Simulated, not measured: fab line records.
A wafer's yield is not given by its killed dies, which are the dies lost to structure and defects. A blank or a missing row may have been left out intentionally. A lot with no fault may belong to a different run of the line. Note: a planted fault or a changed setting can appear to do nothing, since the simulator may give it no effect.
A struck lot beside a sound one + flow sky130 + 15 out of 708 route steps
Sound: the wafers L215.1, L215.4, L215.5. The struck wafers were L224.2, L224.5, L224.6. Last of all comes the cause.
At each step with rows: each side's tool, then ch and its chambers, then its first start. Under that, the readings that differ: sound wafers + struck wafers + difference of the means + sigmas: that difference in standard deviations of wafers without a fault.
alike: words and numbers the same on both sides, and readings whose means are apart by under 2 such deviations; not compared: readings that were withheld, readings missing a value for some wafer, numbers with overlapping values and no deviation given by the record, and bounds like >300 which may hide the same value.
Wherever a step has rows on one side only, a row that says differs or no value, or a row with sigmas, the two part there. Numbers that don't overlap but have no deviation are shown without sigmas and don't part them. Lack of a reading on every wafer of one side parts them only where that side has two or more wafers.

first, 8 steps without rows for these wafers: SKY_VIA3_DEHYDRATE_04 (time 60 s); SKY_VIA3_HMDS_05 (prime time 60 s); SKY_VIA3_COAT_06 (resist thk 60 nm); SKY_VIA3_COAT_07 (resist thk 450 nm); SKY_VIA3_SOFTBAKE_08 (time 90 s); SKY_VIA3_EXPOSE_09 (exposes mask VIM3, target cd 200 nm); SKY_VIA3_PEB_10; SKY_VIA3_DEVELOP_11 (develop time 60 s).
SKY_VIA3_CD_MEAS_12: the cd target is 200 nm.
  struck on cd-sem-01, day 44 01:45; sound on cd-sem-01, day 41 13:47
  alike: cd-nm
SKY_VIA3_OVL_MEAS_13:
  struck on overlay-02, day 44 01:52; sound on overlay-02, day 41 13:54
  alike: VIA3_OVL
SKY_VIA3_ETCH_14: etches BARC in N2/H2, stops on SiO2, time 45.9 s, target depth 60 nm.
  sound on rie-diel-02 ch 0,2,3, day 41 13:56; struck on rie-diel-03 ch 0,1,3, day 44 01:53
  alike: drypump-motor-current-A, oes-product-au, throttle-valve-pct
  not compared: rf-hours-counter-h
SKY_VIA3_ETCH_15: etches SiO2 in C4F8/O2/Ar, stops on TiN, target depth 507 nm, time 78 s.
  sound on rie-diel-02 ch 0,2,3, day 41 13:59; struck on rie-diel-03 ch 0,1,3, day 44 01:56
  alike: oes-product-au
SKY_VIA3_STRIP_16: strips in O2/N2.
  sound on plasma-asher-04 ch 0,1, day 41 14:02; struck on plasma-asher-04 ch 0,1, day 44 01:59
  no value came back on the struck wafers for any of 5 readings (chamber-pressure-mTorr (mTorr), drypump-motor-current-A (A) and others); on the sound wafers chamber-pressure-mTorr (mTorr) reads 1498.0 1499.1 1500.7
| reading                                     | sound | struck            | difference | sigmas |
|---------------------------------------------|-------|-------------------|------------|--------|
| model.KrF-thick_of_VIA3_COAT_07.thk-nm (nm) | 0 0 0 | 291.3 288.1 289.7 | +289.7     |        |
  not compared: rf-hours-counter-h
then, 1 step without rows for these wafers: SKY_VIA3_STRIP_17 (strips in post etch residue remover, time 1200 s).
-- the record jumps here: 5 days lie between the struck wafers' starts before and after (it left off in module VIA3 and takes up again in module PAD_OPEN, whose first step shown is number 708 of the route) --
SKY_PAD_OPEN_PROBE_99:
  struck on prober-01, day 49 08:31; sound on prober-01, day 47 08:07
| reading                  | sound          | struck         | difference | sigmas |
|--------------------------|----------------|----------------|------------|--------|
| defect-limited-yield (%) | 81.1 82.3 82.9 | 0 0 0          | -82        | -43    |
| killed_at_M0_to_M3       | 37 40 43       | 452 444 434    | +403       | +55    |
| killed-dies              | 93 87 84       | 492 492 492    | +404       | +43    |
| killed-on-rim            | 15 6 19        | 96 96 96       | +83        | +21    |
| sort_bin_5_function (%)  | 12.4 10.0 10.8 | 93.5 91.7 90.7 | +80.9      | +54    |
| sort-n-pass              | 399 405 408    | 0 0 0          | -404       | -43    |
| sort-yield-pct (%)       | 81.1 82.3 82.9 | 0 0 0          | -82        | -43    |
  alike: killed_at_M4_up, killed-at-contacts, killed-at-front-end, killed-at-other, killed-open, killed-short, sort_bin_3_pad_short, sort_bin_6_memory

## WHERE THEY PART
At SKY_VIA3_STRIP_16 first; at SKY_PAD_OPEN_PROBE_99 last (within this record only).

WHY: whatever the simulator had introduced
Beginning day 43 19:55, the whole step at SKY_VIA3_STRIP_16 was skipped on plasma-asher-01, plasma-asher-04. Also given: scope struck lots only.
